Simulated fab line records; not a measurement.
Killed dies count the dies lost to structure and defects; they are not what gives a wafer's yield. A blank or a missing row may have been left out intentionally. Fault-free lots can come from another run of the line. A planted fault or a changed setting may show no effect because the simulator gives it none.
Comparing a struck lot with a sound one || flow sky130 || 17 out of 708 route steps
Sound: wafers L505.1, L505.2, L505.3. Struck: wafers L495.1, L495.3, L495.4. At the end, the cause is stated.
For every step that has rows: the tool of each side, followed by ch and its chambers, followed by its first start. Under that, the readings that differ: sound wafers || struck wafers || difference of the means || sigmas: that difference in standard deviations of wafers without a fault.
alike: readings whose means differ by less than 2 such deviations, and words and numbers that are the same on both sides. not compared: withheld readings, readings that some wafer has no value for, bounds like >300 that may hide the same value, and numbers for which the record gives no deviation and whose values overlap.
A row with sigmas, a row that says differs or no value, or rows on one side alone: a step with any of these is where the two part. Numbers that don't overlap but have no deviation are shown without sigmas and don't part them. A reading that every wafer of one side lacks parts them only if that side has two wafers or more.

first, 1 step without rows for these wafers: SKY_VT_ADJUST_LVTN_IMPLANT_19.
SKY_VT_ADJUST_LVTN_STRIP_20: strips in O2/N2.
  sound on plasmaAsher-03 ch 0,1, day 11 09:18; struck on plasmaAsher-03 ch 0,1, day 9 03:13
  alike: drypumpMotorCurrentA, oesProductAu, stripTimeToEndpointS
  not compared: rfHoursCounterH
SKY_VT_ADJUST_LVTN_TW_MEAS_21:
  sound on filmMetro-04, day 11 09:24; struck on filmMetro-02, day 9 03:19
  alike: VT_ADJUST_LVTN_2_TW
then, 7 steps without rows for these wafers: SKY_VT_ADJUST_NCORE_DEHYDRATE_00 (time 60 s); SKY_VT_ADJUST_NCORE_HMDS_01 (prime time 60 s); SKY_VT_ADJUST_NCORE_COAT_02 (resist thk 1140 nm); SKY_VT_ADJUST_NCORE_SOFTBAKE_03 (time 60 s); SKY_VT_ADJUST_NCORE_EXPOSE_04 (exposes mask LVTN COMPLEMENT THIN, target cd 380 nm); SKY_VT_ADJUST_NCORE_PEB_05; SKY_VT_ADJUST_NCORE_DEVELOP_06 (develop time 60 s).
SKY_VT_ADJUST_NCORE_CD_MEAS_07: the cd target is 380 nm.
  sound on cdSem-01, day 12 08:24; struck on cdSem-01, day 10 00:13
  alike: cdNm
SKY_VT_ADJUST_NCORE_OVL_MEAS_08:
  sound on overlay-01, day 12 08:31; struck on overlay-01, day 10 00:20
  alike: VT_ADJUST_NCORE_OVL
SKY_VT_ADJUST_NCORE_IMPLANT_09:
  sound on implanter-03 ch 0, day 12 08:34; struck on implanter-04 ch 0, day 10 00:28
{"reading": "doseIonsCm2", "sound": "2.4006e+12 2.402e+12 2.4003e+12", "struck": "2.435e+11 2.45e+11 2.418e+11", "difference": -2.158e+12, "sigmas": "-99 or more"}
{"reading": "faradayCurrentUA", "sound": "13.53 13.07 13.79", "struck": "1.35 1.33 1.37", "difference": -12.11, "sigmas": -47}
SKY_VT_ADJUST_NCORE_STRIP_10: strips in O2/N2.
  sound on plasmaAsher-04 ch 0,1, day 12 08:43; struck on plasmaAsher-02 ch 0,1, day 10 00:37
  alike: drypumpMotorCurrentA, oesProductAu, stripTimeToEndpointS
  not compared: rfHoursCounterH
SKY_VT_ADJUST_NCORE_TW_MEAS_11:
  sound on filmMetro-01, day 12 08:49; struck on filmMetro-04, day 10 00:43
{"reading": "VT_ADJUST_NCORE_TW", "sound": "218.4 218.1 218.2", "struck": "119.9 120.8 118.8", "difference": -98.4, "sigmas": -70}
then, 1 step without rows for these wafers: SKY_VT_ADJUST_HVTR_DEHYDRATE_00 (time 60 s).
-- the record jumps here: 37 days lie between the struck wafers' starts before and after (it left off in module VT_ADJUST_HVTR and takes up again in module PAD_OPEN, whose first step shown is number 708 of the route) --
SKY_PAD_OPEN_PROBE_99:
  sound on prober-02, day 48 21:52; struck on prober-02, day 47 06:37
{"reading": "model.etest.pfet_16v.rOnOhmUm", "sound": "1.5e+04 1.511e+04 1.564e+04", "struck": "1.826e+04 1.852e+04 1.803e+04", "difference": "+3.020e+03", "sigmas": ""}
{"reading": "model.etest.nfet_16v.rOnOhmUm", "sound": "1.395e+04 1.404e+04 1.408e+04", "struck": "1.111e+04 1.123e+04 1.117e+04", "difference": -2.853e+03, "sigmas": ""}
{"reading": "model.etest.pfetG5v0d10v5.rOnOhmUm", "sound": "4681 4794 4810", "struck": "5887 5812 5993", "difference": "+1136", "sigmas": ""}
{"reading": "model.etest.tipP.rsOhmSq", "sound": "6814 6816 6781", "struck": "7537 7517 7565", "difference": "+736", "sigmas": ""}
{"reading": "model.etest.pfet_01v8.rOnOhmUm", "sound": "2784 2841 2837", "struck": "3327 3207 3310", "difference": "+461", "sigmas": ""}
{"reading": "model.etest.resPwellUnderGate.rsOhmSq", "sound": "2282 2274 2287", "struck": "2609 2601 2595", "difference": "+321", "sigmas": ""}
{"reading": "model.etest.nfetG5v0d10v5.rOnOhmUm", "sound": "1875 1888 1900", "struck": "1618 1581 1627", "difference": -279, "sigmas": ""}
{"reading": "model.etest.tip_p_5v.rsOhmSq", "sound": "2890 2889 2867", "struck": "3056 3055 3068", "difference": "+178", "sigmas": ""}

WHERE THEY PART
Last at SKY_VT_ADJUST_NCORE_TW_MEAS_11 as far as this record goes, first at SKY_VT_ADJUST_NCORE_IMPLANT_09.

WHY: whatever the simulator had introduced
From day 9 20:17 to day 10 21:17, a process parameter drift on implanter-04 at SKY_VT_ADJUST_NCORE_IMPLANT_09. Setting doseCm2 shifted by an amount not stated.
